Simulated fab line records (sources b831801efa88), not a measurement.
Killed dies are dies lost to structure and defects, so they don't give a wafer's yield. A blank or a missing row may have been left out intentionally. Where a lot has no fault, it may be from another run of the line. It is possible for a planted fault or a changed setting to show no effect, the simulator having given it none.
Which tool was responsible? | flow sky130 | 12 lots, 36 wafers sampled, at 3 steps of a route of 708

== WHAT EACH GAUGE READ, for each wafer ==
SKY_VT_ADJUST_HVTR_TW_MEAS_11. Usual: VT_ADJUST_HVTR_TW 211.5, standard deviation 1.6.
lot  | measured     | on            | VT_ADJUST_HVTR_TW | flag
L712 | day 9 19:51  | film-metro-02 | 210.5 209.8 209.9 |
L713 | day 10 01:07 | film-metro-01 | 212.7 213.9 212.5 |
L715 | day 10 15:59 | film-metro-02 | 211.2 209.9 210.5 |
L717 | day 11 09:19 | film-metro-01 | 214.5 213.2 214.5 |
L719 | day 11 19:51 | film-metro-02 | 211.1 210.3 210.8 |
L721 | day 12 14:28 | film-metro-01 | 214.1 213.7 214.3 |
L722 | day 12 21:19 | film-metro-02 | 210.9 210.0 210.3 |
L725 | day 13 19:25 | film-metro-01 | 212.1 213.5 213.2 |
L727 | day 14 09:45 | film-metro-02 | 209.7 209.7 210.3 |
L729 | day 14 23:19 | film-metro-04 | 211.7 211.9 212.0 |
L732 | day 15 19:49 | film-metro-02 | 208.3 208.5 209.0 |
L734 | day 16 13:44 | film-metro-04 | 212.8 213.0 212.0 |

SKY_SONOS_ONO_OVL_MEAS_14. Usual: SONOS_ONO_OVL -0.3 nm, standard deviation 1.2.
lot  | measured     | on         | SONOS_ONO_OVL (nm) | flag
L712 | day 12 22:20 | overlay-01 | 0.1 0.7 0.9        |
L713 | day 13 06:46 | overlay-01 | -1.2 -1.4 -1.3     |
L715 | day 14 01:02 | overlay-01 | -0.1 1.6 1.1       |
L717 | day 14 18:44 | overlay-01 | 1.6 1.0 -0.3       |
L719 | day 15 05:28 | overlay-02 | -2.2 -1.5 -1.5     |
L721 | day 16 05:16 | overlay-02 | -2.0 -2.3 0.4      |
L722 | day 16 08:28 | overlay-01 | -1.5 1.2 0.5       |
L725 | day 17 12:14 | overlay-01 | -0.3 -2.8 -0.7     |
L727 | day 18 03:04 | overlay-01 | -1.6 0.2 -1.0      |
L729 | day 18 23:14 | overlay-01 | 2.0 -0.5 1.0       |
L732 | day 19 15:22 | overlay-02 | 1.0 -0.8 -0.2      |
L734 | day 20 13:53 | overlay-02 | -0.1 -0.2 1.5      |

== TOOL THAT RAN EACH LOT (tool first, then ch and the chambers of the sampled wafers, then the start) ==
lot  | SKY_VT_ADJUST_PCH_STRIP_09
L712 | plasma-asher-03 ch 0,1, day 10 18:25
L713 | plasma-asher-03 ch 0,1, day 11 00:14
L715 | plasma-asher-01 ch 0,1, day 11 15:29
L717 | plasma-asher-02 ch 0,1, day 12 09:44
L719 | plasma-asher-02 ch 0,1, day 12 20:26
L721 | plasma-asher-02 ch 0,1, day 13 15:23
L722 | plasma-asher-02 ch 0, day 13 21:20
L725 | plasma-asher-02 ch 0,1, day 14 22:03
L727 | plasma-asher-01 ch 0,1, day 15 12:11
L729 | plasma-asher-03 ch 0,1, day 16 03:44
L732 | plasma-asher-02 ch 0,1, day 17 00:05
L734 | plasma-asher-01 ch 1, day 17 18:36
- SKY_VT_ADJUST_PCH_STRIP_09: strips in O2/N2.

== AS READ BY THE TOOLS THEMSELVES (means over the sampled wafers that have a number; for cases with no such wafer, the mark the record gives instead) ==
SKY_VT_ADJUST_PCH_STRIP_09. Usual: drypump-motor-current-A 6.11 A, standard deviation 0.29; oes-product-au 0.722 a.u., standard deviation 0.0046; strip-time-to-endpoint-s 36.93 s, standard deviation 0.1.
lot  | tool            | drypump-motor-current-A (A) | oes-product-au (a.u.) | strip-time-to-endpoint-s (s) | flag
L712 | plasma-asher-03 | 6.11                        | 0.724                 | 36.81                        |
L713 | plasma-asher-03 | 6.10                        | 0.722                 | 36.89                        |
L715 | plasma-asher-01 | 5.98                        | 0.722                 | 36.86                        |
L717 | plasma-asher-02 | 6.25                        | 0.722                 | 37.00                        |
L719 | plasma-asher-02 | 6.00                        | 0.721                 | 36.78                        |
L721 | plasma-asher-02 | 6.26                        | 0.722                 | 36.90                        |
L722 | plasma-asher-02 | 5.76                        | 0.722                 | 36.97                        |
L725 | plasma-asher-02 | 6.26                        | 0.721                 | 36.98                        |
L727 | plasma-asher-01 | 6.19                        | 0.723                 | 36.95                        |
L729 | plasma-asher-03 | 6.09                        | 0.724                 | 36.94                        |
L732 | plasma-asher-02 | 6.26                        | 0.724                 | 36.95                        |
L734 | plasma-asher-01 | 6.39                        | 0.723                 | 36.94                        |

== THE ANSWER, worked out from the rows above alone ==
Rule: a lot counts as off when the mean over its wafers that have a number is more than 3 standard deviations away from the usual mean. Also off: a lot with no number at a reading for which 4 or more lots have one. Where the step has rows for the other lots, those lots are counted as sound. After the gauges, taken in route order, come the tools' own readings; for these a lot's mean is taken, as printed above. At the first step where some lot is off, the reading lying furthest off is the one used; lots without a number count as furthest.
None of the lots is off at any reading shown; this tells nothing.

== WHAT THE SIMULATOR PUT IN ==
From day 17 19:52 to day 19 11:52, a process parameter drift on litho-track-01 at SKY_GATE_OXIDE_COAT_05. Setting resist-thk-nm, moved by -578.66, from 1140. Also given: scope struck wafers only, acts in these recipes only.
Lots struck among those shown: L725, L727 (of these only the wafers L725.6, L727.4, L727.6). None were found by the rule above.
